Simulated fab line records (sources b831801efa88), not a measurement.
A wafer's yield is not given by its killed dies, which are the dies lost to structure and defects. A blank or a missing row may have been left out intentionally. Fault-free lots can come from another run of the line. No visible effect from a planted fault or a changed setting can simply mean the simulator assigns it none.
Problem report in the 8D (eight disciplines) form, filled by code	flow sfqLine	the parts of the form that need people (team, actions taken, sign-off) are left out

## 1. THE PROBLEM
At SFQ_TRILAYER_M4_BARC_OPEN_METAL_ETCH_123, oesProductAu averages 0.661 a.u. over 2 wafers from 2 lots, while fault-free wafers read 0.685 a.u., standard deviation 0.0043. That puts it -5.5 standard deviations away from the usual mean.
The step: etches BARC in O2, target depth 125 nm, time 41.7 s.
Seen first at day 46 20:20 on rieMetal-03, wafer L923.1. The record holds 17 wafers of 6 lots with a number at this step. Rule for "out", or "out of limits": more than 4 standard deviations from the usual mean. The other wafers with a number count as sound.

## 2. WHAT IT IS, WHAT IT ISN'T
question	is	is not
which readings at this step	oesProductAu, runLengthS	drypumpMotorCurrentA
which lots	L923, L925	L917, L921, L933, L934
which wafers of those lots	L923.1, L925.6	L923.4, L923.5, L925.2
read on which tools	rieMetal-03	rieMetal-02, rieMetal-04
when	from day 46 20:20	up to then (8 sound wafers); but 7 sound wafers of L925, L933, L934 came after

## 3. SUSPECTS, AND WHAT RULES EACH OUT
Counting: if a tool at a process step up to the reading ran every lot that is out, it stays a suspect. Sound lots after the first of them don't rule it out here, since some wafers of a struck lot are sound.
- rieMetal-03 at SFQ_TRILAYER_M4_BARC_OPEN_METAL_ETCH_123 (etches BARC in O2, target depth 125 nm, time 41.7 s): kept. Ran every lot that is out, first one L923 (day 46 20:20); last sound lot up to then L921 (day 46 03:14). Its own readings are out on those wafers: oesProductAu, runLengthS.
The count leaves rieMetal-03 at SFQ_TRILAYER_M4_BARC_OPEN_METAL_ETCH_123.

## 4. THE CAUSE (what the simulator had put in)
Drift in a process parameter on rieMetal-03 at SFQ_TRILAYER_M4_BARC_OPEN_METAL_ETCH_123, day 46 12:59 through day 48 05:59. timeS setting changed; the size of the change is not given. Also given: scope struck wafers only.
This tool alone remained once counting was done.

## 5. THE CHAIN OF EFFECTS, in route order
One row per reading whose mean, taken over the struck wafers that have a number, lies over 3 standard deviations from the usual. Only readings whose record carries a usual standard deviation are examined. hours: median over the lots of the time between each lot's start at the first step of this table that gives one and its start at this step. sigmas: the change, counted in usual standard deviations.
hours	step	reading	usual	on struck wafers	change	sigmas
0	SFQ_TRILAYER_M4_BARC_OPEN_METAL_ETCH_123	oesProductAu	0.685 a.u.	0.661	-0.024	-5.5
0	SFQ_TRILAYER_M4_BARC_OPEN_METAL_ETCH_123	runLengthS	70.3 s	73.8	+3.5	+4.7
It contains these process steps:
- SFQ_TRILAYER_M4_BARC_OPEN_METAL_ETCH_123: etches BARC in O2, target depth 125 nm, time 41.7 s.

## 6. HOW IT WOULD HAVE BEEN CAUGHT EARLIER
First out-of-limits reading in this record: day 46 20:20, which is 7 hours after fault onset at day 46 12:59.
